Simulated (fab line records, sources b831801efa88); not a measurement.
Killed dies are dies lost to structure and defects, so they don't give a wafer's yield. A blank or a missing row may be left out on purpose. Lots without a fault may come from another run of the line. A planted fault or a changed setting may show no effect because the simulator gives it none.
A struck lot beside a sound one | flow sky130 | 14 steps out of a route of 708
Sound: wafers L809.3, L809.5, L809.6. Struck: wafers L813.1, L813.3, L813.6. The cause comes at the end.
At each step with rows: each side's tool, then ch and its chambers, then its first start. Under that, the readings that differ: sound wafers | struck wafers | difference of the means | sigmas: that difference in standard deviations of wafers without a fault.
alike: readings whose means differ by less than 2 such deviations, and words and numbers that are the same on both sides. not compared: withheld readings, readings that some wafer has no value for, bounds like >300 that may hide the same value, and numbers for which the record gives no deviation and whose values overlap.
The two part at a step that has a row with sigmas, a row that says differs or no value, or rows on one side only. Numbers that don't overlap but have no deviation are shown without sigmas and don't part them. A reading that every wafer of one side lacks parts them only if that side has two wafers or more.

SKY_POLY_GATE_ETCH_15: etches BARC in N2/H2, stops on SiO2, time 118.5 s, target depth 110 nm.
  sound on rie_diel-01 ch 2,3, day 18 00:43; struck on rie_diel-01 ch 0,1, day 19 08:05
  alike: drypump_motor_current_A, oes_product_au, throttle_valve_pct
  not compared: rf_hours_counter_h
SKY_POLY_GATE_ETCH_16: etches Si3N4 in CH3F/O2, stops on poly-Si, time 147.5 s, target depth 75 nm.
  sound on rie_diel-01 ch 2,3, day 18 00:48; struck on rie_diel-01 ch 0,1, day 19 08:10
  alike: drypump_motor_current_A, oes_product_au, throttle_valve_pct
  not compared: rf_hours_counter_h
SKY_POLY_GATE_ETCH_17: etches poly-Si in HBr/Cl2, stops on SiO2, target depth 180 nm, time 70.5 s.
  sound on rie_si-01 ch 2,3, day 18 00:54; struck on rie_si-02 ch 0,3, day 19 08:16
  alike: drypump_motor_current_A, oes_product_au, throttle_valve_pct
  not compared: rf_hours_counter_h
SKY_POLY_GATE_STRIP_18: strips in O2/N2.
  sound on plasma_asher-01 ch 0,1, day 18 00:59; struck on plasma_asher-04 ch 0, day 19 08:19
  alike: drypump_motor_current_A, oes_product_au, strip_time_to_endpoint_s
  not compared: rf_hours_counter_h
then, 2 steps without rows for these wafers: SKY_POLY_GATE_CLEAN_19 (cleans in SC1/SC2, time 150 s); SKY_POLY_GATE_OXIDATION_20 (stabilise 600 s, purge 300 s, target thk 4 nm).
SKY_POLY_GATE_THK_MEAS_21:
  sound on film_metro-02, day 18 03:02; struck on film_metro-01, day 19 09:43
  alike: POLY_GATE_OXIDATION_THK
SKY_POLY_GATE_CD_MEAS_22:
  sound on cd_sem-01, day 18 03:08; struck on cd_sem-02, day 19 09:46
  reading    | sound       | struck      | difference | sigmas
  cd_nm (nm) | 145 144 146 | 151 154 151 | +7         | +2
then, 4 steps without rows for these wafers: SKY_LDD_N_DEHYDRATE_00 (time 60 s); SKY_LDD_N_HMDS_01 (prime time 60 s); SKY_LDD_N_COAT_02 (resist thk 300 nm); SKY_LDD_N_SOFTBAKE_03 (time 60 s).
SKY_LDD_N_EXPOSE_04: exposes mask NTM, target cd 840 nm.
  sound on iline_stepper-01 ch 0, day 18 18:31; struck on iline_stepper-02 ch 0, day 20 01:44
  reading | sound             | struck                     | difference | sigmas
  mask    | NTM#0 NTM#0 NTM#0 | NTM_R1#0 NTM_R1#0 NTM_R1#0 | differs    |
  alike: exposure_dose_mJ_cm2
then, 1 step without rows for these wafers: SKY_LDD_N_PEB_05.

WHERE THEY PART
First at SKY_POLY_GATE_CD_MEAS_22; last, within this record, at SKY_LDD_N_EXPOSE_04.

WHY: what the simulator had put in
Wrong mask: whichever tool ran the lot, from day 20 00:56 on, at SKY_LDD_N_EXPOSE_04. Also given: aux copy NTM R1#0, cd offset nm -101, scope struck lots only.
